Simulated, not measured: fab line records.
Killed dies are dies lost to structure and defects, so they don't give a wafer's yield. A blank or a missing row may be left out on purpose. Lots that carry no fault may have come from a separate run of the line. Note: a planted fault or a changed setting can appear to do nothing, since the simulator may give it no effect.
What tool caused it? | flow sky130 | 13 lots with 37 wafers sampled at 5 steps, on a route of 708 steps

## WHAT THE GAUGES SHOWED, per wafer
SKY_POLY_GATE_CD_MEAS_13: the cd target is 150 nm. Usual: cd-nm reads 150.0 nm (standard deviation 1.2).
lot  | measured     | on        | cd-nm (nm)        | flag
L811 | day 16 15:10 | cd-sem-02 | 150.6 150.5 150.3 |
L812 | day 16 23:52 | cd-sem-01 | 147.9 148.3 149.3 |
L813 | day 17 04:22 | cd-sem-02 | 148.8 148.5 149.9 |
L816 | day 18 20:10 | cd-sem-01 | 148.5 149.3 149.9 |
L817 | day 19 04:06 | cd-sem-01 | 148.5 151.4 151.4 |
L819 | day 19 18:40 | cd-sem-01 | 149.9 150.9 150.8 |
L821 | day 20 14:08 | cd-sem-02 | 148.1 147.9 149.1 |
L822 | day 20 19:11 | cd-sem-01 | 148.6 148.7       |
L823 | day 21 20:39 | cd-sem-01 | 149.5 149.6       |
L824 | day 21 20:55 | cd-sem-02 | 150.0 150.5 149.5 |
L830 | day 23 12:36 | cd-sem-02 | 151.6 151.8 151.1 |
L832 | day 24 06:43 | cd-sem-02 | 149.8 148.0 149.3 |
L833 | day 24 15:27 | cd-sem-02 | 150.4 149.3 150.3 |

SKY_POLY_CUT_CD_MEAS_08: the cd target is 270 nm. Usual: cd-nm reads 270.1 nm (standard deviation 1.4).
lot  | measured     | on        | cd-nm (nm)        | flag
L811 | day 24 09:52 | cd-sem-02 | 272.5 272.5 271.3 |
L812 | day 24 18:50 | cd-sem-01 | 267.6 268.5 269.1 |
L813 | day 24 22:01 | cd-sem-02 | 271.0 271.3 270.6 |
L816 | day 26 13:28 | cd-sem-02 | 269.8 269.4 270.5 |
L817 | day 26 20:53 | cd-sem-01 | 270.8 270.3 270.1 |
L819 | day 27 14:22 | cd-sem-01 | 272.5 272.2 269.7 |
L821 | day 28 06:23 | cd-sem-01 | 269.4 268.6 269.5 |
L822 | day 28 12:55 | cd-sem-02 | 272.1 270.6       |
L823 | day 29 10:40 | cd-sem-01 | 267.6 268.4       |
L824 | day 29 11:34 | cd-sem-01 | 271.6 270.6 271.5 |
L830 | day 30 23:01 | cd-sem-02 | 268.5 269.8 270.6 |
L832 | day 31 16:44 | cd-sem-01 | 270.8 271.9 272.0 |
L833 | day 31 20:38 | cd-sem-02 | 269.1 268.8 267.2 |

SKY_LI_CONTACT_THK_MEAS_01. Usual: LI_CONTACT_HDPCVD_THK gives 924 nm (standard deviation 9.7).
lot  | measured     | on            | LI_CONTACT_HDPCVD_THK (nm) | flag
L811 | day 28 03:04 | film-metro-02 | 937 940 924                |
L812 | day 28 10:56 | film-metro-04 | 930 932 922                |
L813 | day 28 14:29 | film-metro-02 | 929 915 918                |
L816 | day 30 04:12 | film-metro-02 | 924 936 921                |
L817 | day 30 11:02 | film-metro-04 | 900 912 913                |
L819 | day 31 03:47 | film-metro-02 | 941 927 929                |
L821 | day 31 19:15 | film-metro-03 | 916 921 916                |
L822 | day 32 01:35 | film-metro-04 | 1282 1300                  | OFF
L823 | day 32 22:22 | film-metro-04 | 925 1302                   | OFF
L824 | day 32 23:46 | film-metro-04 | 922 1288 905               | OFF
L830 | day 34 09:10 | film-metro-04 | 916 923 904                |
L832 | day 35 04:07 | film-metro-03 | 936 933 926                |
L833 | day 35 06:28 | film-metro-04 | 930 935 928                |

## TOOL THAT RAN EACH LOT (tool first, then ch and the chambers of the sampled wafers, then the start)
lot  | SKY_SONOS_ONO_ETCH_15              | SKY_LI_CONTACT_HDPCVD_00
L811 | rie-diel-04 ch 0,1,3, day 12 22:21 | hdpcvd-01 ch 0,1,2, day 28 02:59
L812 | rie-diel-03 ch 0,2, day 13 06:48   | hdpcvd-01 ch 0,2, day 28 10:47
L813 | rie-diel-03 ch 2,3, day 13 11:15   | hdpcvd-01 ch 1,2, day 28 14:22
L816 | rie-diel-03 ch 0,2, day 14 18:46   | hdpcvd-02 ch 1,2, day 30 04:06
L817 | rie-diel-01 ch 0,3, day 15 02:21   | hdpcvd-02 ch 0,1,2, day 30 10:55
L819 | rie-diel-01 ch 0,3, day 15 18:33   | hdpcvd-01 ch 0,2, day 31 03:40
L821 | rie-diel-01 ch 1,2, day 16 08:30   | hdpcvd-02 ch 0,1, day 31 19:08
L822 | rie-diel-03 ch 0,1, day 16 17:25   | hdpcvd-01 ch 0,2, day 32 01:29
L823 | rie-diel-01 ch 0,3, day 17 07:25   | hdpcvd-01 ch 0,2, day 32 22:16
L824 | rie-diel-03 ch 0,2,3, day 17 12:16 | hdpcvd-01 ch 0,1,2, day 32 23:40
L830 | rie-diel-04 ch 0,1,2, day 19 09:24 | hdpcvd-02 ch 0,1,2, day 34 09:04
L832 | rie-diel-04 ch 0,1,2, day 20 05:06 | hdpcvd-02 ch 0,2, day 35 04:01
L833 | rie-diel-03 ch 1,2,3, day 20 13:55 | hdpcvd-02 ch 1,2, day 35 06:22
- SKY_SONOS_ONO_ETCH_15: etches the open film in CHF3/O2, target depth 19.52 nm, time 7.8 s.
- SKY_LI_CONTACT_HDPCVD_00: deposits PSG, target thk 930 nm, time 155 s.

## AS READ BY THE TOOLS THEMSELVES (means over the sampled wafers that have a number; for cases with no such wafer, the mark the record gives instead)
SKY_SONOS_ONO_ETCH_15. Usual: drypump-motor-current-A 5.7 A, standard deviation 0.44; oes-product-au 1.000 a.u., standard deviation 0.0093; throttle-valve-pct 8.823 %, standard deviation 0.01.
lot  | tool        | drypump-motor-current-A (A) | oes-product-au (a.u.) | throttle-valve-pct (%) | flag
L811 | rie-diel-04 | 5.5                         | 0.997                 | 8.817                  |
L812 | rie-diel-03 | 5.9                         | 1.006                 | 8.826                  |
L813 | rie-diel-03 | 5.5                         | 1.006                 | 8.822                  |
L816 | rie-diel-03 | 5.9                         | 1.005                 | 8.828                  |
L817 | rie-diel-01 | 5.9                         | 1.002                 | 8.835                  |
L819 | rie-diel-01 | 5.9                         | 1.013                 | 8.827                  |
L821 | rie-diel-01 | 5.7                         | 0.990                 | 8.823                  |
L822 | rie-diel-03 | 6.2                         | 0.998                 | 8.831                  |
L823 | rie-diel-01 | 5.7                         | 0.994                 | 8.814                  |
L824 | rie-diel-03 | 5.7                         | 0.998                 | 8.827                  |
L830 | rie-diel-04 | 5.6                         | 1.001                 | 8.831                  |
L832 | rie-diel-04 | 5.6                         | 0.995                 | 8.821                  |
L833 | rie-diel-03 | 5.8                         | 1.006                 | 8.826                  |

## THE ANSWER, worked out from the rows above alone
Rule: a lot counts as off when the mean over its wafers that have a number is more than 3 standard deviations away from the usual mean. A lot without any number at a reading at which 4 lots or more have one is off too. Any other lot the step has rows for is counted as sound. First the gauges in route order, then the tools' own readings, where a lot's mean is used as printed above. The first step at which some lot is off is used, and at that step the reading that is off furthest; a lot without a number counts as furthest.
Off: L822, L823, L824, at SKY_LI_CONTACT_THK_MEAS_01 (LI_CONTACT_HDPCVD_THK).
A tool fits if, at a process step before that reading, it ran every lot that is off, and no sound lot after the first of them. Gauges at SKY_LI_CONTACT_THK_MEAS_01: tried the same way as those tools. One fits: hdpcvd-01 at SKY_LI_CONTACT_HDPCVD_00. A fault onset in the window from L819 (day 31 03:40, its last sound lot) to L822 (day 32 01:29, its first lot off) fits.

## WHAT WAS PUT IN BY THE SIMULATOR
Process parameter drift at SKY_LI_CONTACT_HDPCVD_00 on hdpcvd-01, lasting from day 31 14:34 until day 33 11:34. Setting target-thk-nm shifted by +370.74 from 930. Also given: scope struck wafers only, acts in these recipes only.
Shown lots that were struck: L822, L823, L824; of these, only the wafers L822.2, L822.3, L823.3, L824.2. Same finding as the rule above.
